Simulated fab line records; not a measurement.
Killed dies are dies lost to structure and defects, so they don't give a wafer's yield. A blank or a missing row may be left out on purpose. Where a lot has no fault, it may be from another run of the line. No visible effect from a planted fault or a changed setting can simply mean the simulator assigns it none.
Code-filled problem report in 8D (eight disciplines) form || flow sky130 || the parts of the form that need people (team, actions taken, sign-off) are left out

== 1. WHAT IS WRONG ==
plate temp C at SKY_POLY_CUT_SOFTBAKE_04 reads a mean of 96.42 C on 6 wafers of 2 lots; wafers without a fault read 99.99 C with a standard deviation of 0.11. That puts it -32 standard deviations away from the usual mean.
The step: time 90 s.
First observed at day 29 07:00: wafer L683.1, on litho track-02. At this step, 39 wafers from 13 lots have a number in the record. Rule for "out", or "out of limits": more than 4 standard deviations from the usual mean. The other wafers with a number count as sound.

== 2. WHAT THIS IS AND IS NOT ==
{"question": "which readings at this step", "is": "plate temp C, heater power total W", "is not": "-"}
{"question": "which lots", "is": "L683, L684", "is not": "L668, L669, L670, L671, L672, L674, L675, L679, L686, L688, L689"}
{"question": "which wafers of those lots", "is": "all that have a number", "is not": "-"}
{"question": "read on which tools", "is": "litho track-02", "is not": "litho track-03, litho track-04"}
{"question": "when", "is": "from day 29 07:00", "is not": "up to then (24 sound wafers); but 9 sound wafers of L686, L688, L689 came after"}

== 3. WHAT RULES OUT EACH SUSPECT ==
Counting: a tool at a process step up to the reading stays a suspect if it ran every lot that is out and no sound lot after the first of them.
- litho track-02 at SKY_POLY_CUT_SOFTBAKE_04 (time 90 s): kept. It ran every lot that is out, first L683 (day 29 07:00), and no sound lot after that; its last sound lot up to then is L670 (day 24 20:00). Out on those wafers are its own readings of heater power total W, plate temp C.
Left after counting: litho track-02 at SKY_POLY_CUT_SOFTBAKE_04.

== 4. THE CAUSE (what the simulator had put in) ==
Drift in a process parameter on litho track-02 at SKY_POLY_CUT_SOFTBAKE_04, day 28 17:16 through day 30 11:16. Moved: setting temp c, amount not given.
Only this tool survived the counting.

== 5. THE EFFECT CHAIN, in route order ==
Each row: a reading whose mean over the struck wafers that have a number lies more than 3 standard deviations from the usual. Scope: only readings with a usual standard deviation given in the record; hours: median across lots of the time from each lot's start at the first step in this table that gives one to its start at this step; sigmas: change in usual standard deviations.
{"hours": 0, "step": "SKY_POLY_CUT_SOFTBAKE_04", "reading": "heater power total W", "usual": "57.36 W", "on struck wafers": 54.52, "change": -2.84, "sigmas": -26}
{"hours": 0, "step": "SKY_POLY_CUT_SOFTBAKE_04", "reading": "plate temp C", "usual": "99.99 C", "on struck wafers": 96.42, "change": -3.57, "sigmas": -32}
Its process steps:
- SKY_POLY_CUT_SOFTBAKE_04: time 90 s.
Later steps that measure or inspect, where all struck wafers having a row at the step show a number for every such reading and not one has moved that far: SKY_SD_N_OVL_MEAS_08.

== 6. WHAT WOULD HAVE CAUGHT IT SOONER ==
In this record no reading fell out of limits until day 29 07:00, 14 hours after the fault had begun at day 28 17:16.
